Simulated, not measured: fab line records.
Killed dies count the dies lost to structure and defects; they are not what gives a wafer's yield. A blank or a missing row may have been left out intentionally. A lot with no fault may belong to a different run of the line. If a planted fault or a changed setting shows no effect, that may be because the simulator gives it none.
2 desks, one fault    flow sky130    every desk sees just its own numbers, and what lay behind them comes last

## METROLOGY DESK
What the gauges read for every lot (on any tool): the sampled wafers with a number, averaged. The brackets show how far a lot's mean lies from the usual mean; more than 4 standard deviations puts the lot out of limits, marked OUT.
Columns: A = SD_N_TW at SKY_SD_N_TW_MEAS_12, usual 3964; B = LI_CONTACT_HDPCVD_THK at SKY_LI_CONTACT_THK_MEAS_01, usual 925 nm; C = LOCAL_INTERCONNECT_TIN_RS at SKY_LOCAL_INTERCONNECT_RS_MEAS_01, usual 14.07 ohm/sq; D = LOCAL_INTERCONNECT_TIN_THK at SKY_LOCAL_INTERCONNECT_THK_MEAS_02, usual 100.7 nm
lot   first seen here  A     B    C                D
L720  day 30 14:27     3964  934  19.53 (+45) OUT  83.8 (-15) OUT
L724  day 32 03:19     3959  933  14.21            99.0
L726  day 32 18:47     3965  923  13.99            101.6
L729  day 33 18:14     3987  918  14.03            101.7
L730  day 34 03:47     3975  921  13.95            101.2
L731  day 34 04:35     3978  925  14.06            99.9
L732  day 34 14:59     3959  914  14.13            99.4
L733  day 34 20:29     3944  922  14.21            100.4
L734  day 35 02:41     3981  926  14.04            101.6
L735  day 35 23:49     3947  913  14.01            102.1
Per this desk, out of limits: L720; the first was L720, day 31 20:02 (LOCAL_INTERCONNECT_TIN_RS at SKY_LOCAL_INTERCONNECT_RS_MEAS_01). Within limits: L724, L726, L729, L730, L731, L732, L733, L734, L735.

## TOOL OWNER'S DESK, pvd-sputter-03
At SKY_LOCAL_INTERCONNECT_SPUTTER_00 (material TiN, target thk 100 nm, time 83.3 s) the tool's own readings: per lot run on this tool, the mean of the sampled wafers that have a number. The brackets show how far a lot's mean lies from the usual mean; more than 4 standard deviations puts the lot out of limits, marked OUT.
Columns: A = throttle-valve-pct at SKY_LOCAL_INTERCONNECT_SPUTTER_00, usual 29.2 %
lot   first seen here  A
L720  day 31 19:58     29.2
L729  day 34 23:28     28.8
L734  day 36 07:38     29.7
L735  day 37 04:51     29.1
This desk's verdict: no lot among the 4 shows anything out of limits.

## ALL TOGETHER
Metrology desk: alarm possible at day 31 20:02 on L720.
The tool owner's desk saw nothing out of limits.
On record at the tool owner's desk: L720, within its limits.
Every lot named ran SKY_LOCAL_INTERCONNECT_SPUTTER_00 on pvd-sputter-03.

## WHAT THE SIMULATOR HAD PUT IN
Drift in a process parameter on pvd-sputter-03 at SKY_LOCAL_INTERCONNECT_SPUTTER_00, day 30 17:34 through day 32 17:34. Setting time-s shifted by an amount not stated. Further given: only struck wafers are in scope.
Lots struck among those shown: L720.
Time in hours between the start of the fault and the first out-of-limits reading at each desk: metrology desk, 26.
